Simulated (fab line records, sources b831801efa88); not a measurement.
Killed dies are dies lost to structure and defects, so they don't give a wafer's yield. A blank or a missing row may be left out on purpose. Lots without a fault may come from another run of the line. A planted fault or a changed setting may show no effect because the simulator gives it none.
Which tool did it? | flow sky130 | 11 lots, 33 wafers sampled, at 5 steps of a route of 708

WHAT THE GAUGES READ, wafer by wafer
SKY_SD_N_OVL_MEAS_08. Usual: SD_N_OVL 0.2 nm, standard deviation 1.6.
lot  | measured     | on         | SD_N_OVL (nm)  | flag
L202 | day 27 17:13 | overlay-02 | 1.8 0.9 1.3    |
L211 | day 30 18:25 | overlay-02 | 1.6 -1.2 0.4   |
L213 | day 31 18:43 | overlay-01 | -1.2 -2.8 -3.8 |
L214 | day 31 23:34 | overlay-01 | -2.0 -2.3 0.8  |
L215 | day 32 16:25 | overlay-01 | 1.8 3.1 2.3    |
L220 | day 34 06:31 | overlay-01 | -1.3 -0.2 -0.2 |
L219 | day 34 10:23 | overlay-02 | -1.2 0.1 -0.8  |
L221 | day 34 11:17 | overlay-01 | 0.7 0.6 1.9    |
L222 | day 34 13:19 | overlay-01 | 1.7 0.1 0.6    |
L223 | day 35 00:08 | overlay-02 | 0.2 2.1 0.5    |
L225 | day 35 07:44 | overlay-01 | -1.5 1.8 0.2   |

SKY_LI_CONTACT_RS_MEAS_22: measures by four-point-probe. Usual: LI_CONTACT_W_RS 0.285 ohm/sq, standard deviation 0.004.
lot  | measured     | on            | LI_CONTACT_W_RS (ohm/sq) | flag
L202 | day 29 00:25 | film_metro-02 | 0.283 0.287 0.288        |
L211 | day 32 00:29 | film_metro-01 | 0.278 0.280 0.313        |
L213 | day 33 00:05 | film_metro-04 | 0.286 0.284 0.284        |
L214 | day 33 05:38 | film_metro-04 | 0.322 0.282 0.281        |
L215 | day 33 22:04 | film_metro-02 | 0.281 0.284 0.285        |
L220 | day 35 11:40 | film_metro-04 | 0.286 0.288 0.280        |
L219 | day 35 15:13 | film_metro-01 | 0.280 0.279 0.287        |
L221 | day 35 16:59 | film_metro-01 | 0.286 0.287 0.289        |
L222 | day 35 18:35 | film_metro-04 | 0.288 0.288 0.278        |
L223 | day 36 04:43 | film_metro-01 | 0.289 0.285 0.287        |
L225 | day 36 12:57 | film_metro-02 | 0.279 0.283 0.283        |

SKY_LI_CONTACT_THK_MEAS_23: measures by xrf. Usual: LI_CONTACT_W_THK 395 nm, standard deviation 7.2.
lot  | measured     | on            | LI_CONTACT_W_THK (nm) | flag
L202 | day 29 00:32 | film_metro-02 | 401 393 397           |
L211 | day 32 00:37 | film_metro-01 | 396 388 349           |
L213 | day 33 00:12 | film_metro-04 | 394 398 394           |
L214 | day 33 05:45 | film_metro-04 | 351 401 400           |
L215 | day 33 22:11 | film_metro-02 | 401 401 401           |
L220 | day 35 11:46 | film_metro-04 | 396 395 406           |
L219 | day 35 15:19 | film_metro-01 | 393 394 385           |
L221 | day 35 17:05 | film_metro-01 | 386 383 380           |
L222 | day 35 18:42 | film_metro-04 | 395 394 409           |
L223 | day 36 04:50 | film_metro-01 | 389 391 387           |
L225 | day 36 13:04 | film_metro-02 | 405 399 399           |

WHICH TOOL RAN EACH LOT (tool, then ch and the chambers of the sampled wafers, then the start)
lot  | SKY_LI_CONTACT_ETCH_15             | SKY_LI_CONTACT_CVD_21
L202 | rie_diel-03 ch 0,1, day 28 23:47   | cvd_w-01 ch 0,1, day 29 00:18
L211 | rie_diel-01 ch 0,1, day 31 23:50   | cvd_w-02 ch 0,1, day 32 00:22
L213 | rie_diel-01 ch 1,2,3, day 32 23:26 | cvd_w-01 ch 0,1, day 32 23:57
L214 | rie_diel-03 ch 2,3, day 33 04:59   | cvd_w-02 ch 0,1, day 33 05:30
L215 | rie_diel-01 ch 1,2,3, day 33 21:14 | cvd_w-01 ch 0,1, day 33 21:56
L220 | rie_diel-01 ch 1,3, day 35 10:59   | cvd_w-02 ch 0,1, day 35 11:31
L219 | rie_diel-01 ch 0,1, day 35 14:32   | cvd_w-02 ch 0,1, day 35 15:04
L221 | rie_diel-01 ch 0,1, day 35 16:11   | cvd_w-01 ch 0, day 35 16:45
L222 | rie_diel-04 ch 0,1,2, day 35 17:56 | cvd_w-02 ch 0,1, day 35 18:27
L223 | rie_diel-01 ch 0,1,3, day 36 04:05 | cvd_w-01 ch 0,1, day 36 04:36
L225 | rie_diel-01 ch 1,3, day 36 12:17   | cvd_w-01 ch 0,1, day 36 12:49
- SKY_LI_CONTACT_ETCH_15: etches PSG in C4F8/O2/Ar, stops on Si, target depth 600 nm.
- SKY_LI_CONTACT_CVD_21: deposits W, target thk 400 nm, time 120.56 s.

WHAT THE TOOLS THEMSELVES READ (means of the sampled wafers that have a number; where no wafer has one, the mark that the record gives instead)
SKY_LI_CONTACT_ETCH_15. Usual: oes_product_au 0.836 a.u., standard deviation 0.0047.
lot  | tool        | oes_product_au (a.u.) | flag
L202 | rie_diel-03 | 0.832                 |
L211 | rie_diel-01 | 0.836                 |
L213 | rie_diel-01 | 0.837                 |
L214 | rie_diel-03 | 0.833                 |
L215 | rie_diel-01 | 0.832                 |
L220 | rie_diel-01 | 0.836                 |
L219 | rie_diel-01 | 0.840                 |
L221 | rie_diel-01 | 0.832                 |
L222 | rie_diel-04 | 0.830                 |
L223 | rie_diel-01 | 0.835                 |
L225 | rie_diel-01 | 0.833                 |

SKY_LI_CONTACT_CVD_21. Usual: heater_power_w 880 W, standard deviation 39; susceptor_temp_C 399.98 C, standard deviation 0.26.
lot  | tool     | heater_power_w (W) | susceptor_temp_C (C) | flag
L202 | cvd_w-01 | 894                | 400.15               |
L211 | cvd_w-02 | 877                | 398.38               | OFF
L213 | cvd_w-01 | 900                | 400.13               |
L214 | cvd_w-02 | 866                | 397.96               | OFF
L215 | cvd_w-01 | 885                | 399.90               |
L220 | cvd_w-02 | 838                | 400.03               |
L219 | cvd_w-02 | 877                | 399.98               |
L221 | cvd_w-01 | 915                | 400.07               |
L222 | cvd_w-02 | 844                | 399.88               |
L223 | cvd_w-01 | 905                | 399.93               |
L225 | cvd_w-01 | 908                | 400.23               |

THE ANSWER, worked out from the rows above alone
Rule: a lot is off if the mean of its wafers that have a number lies more than 3 standard deviations from the usual mean. A lot without any number at a reading at which 4 lots or more have one is off too. The other lots that the step has rows for count as sound. The gauges are gone through in route order, then the tools' own readings, and for those a lot's mean is taken as printed above. The first step at which some lot is off is used, and at that step the reading that is off furthest; a lot without a number counts as furthest.
Off: L211, L214, at SKY_LI_CONTACT_CVD_21 (susceptor_temp_C).
A tool fits if, at that step or a process step before it, it ran every lot that is off, and no sound lot after the first of them. None of those tried fits.

WHAT THE SIMULATOR HAD PUT IN
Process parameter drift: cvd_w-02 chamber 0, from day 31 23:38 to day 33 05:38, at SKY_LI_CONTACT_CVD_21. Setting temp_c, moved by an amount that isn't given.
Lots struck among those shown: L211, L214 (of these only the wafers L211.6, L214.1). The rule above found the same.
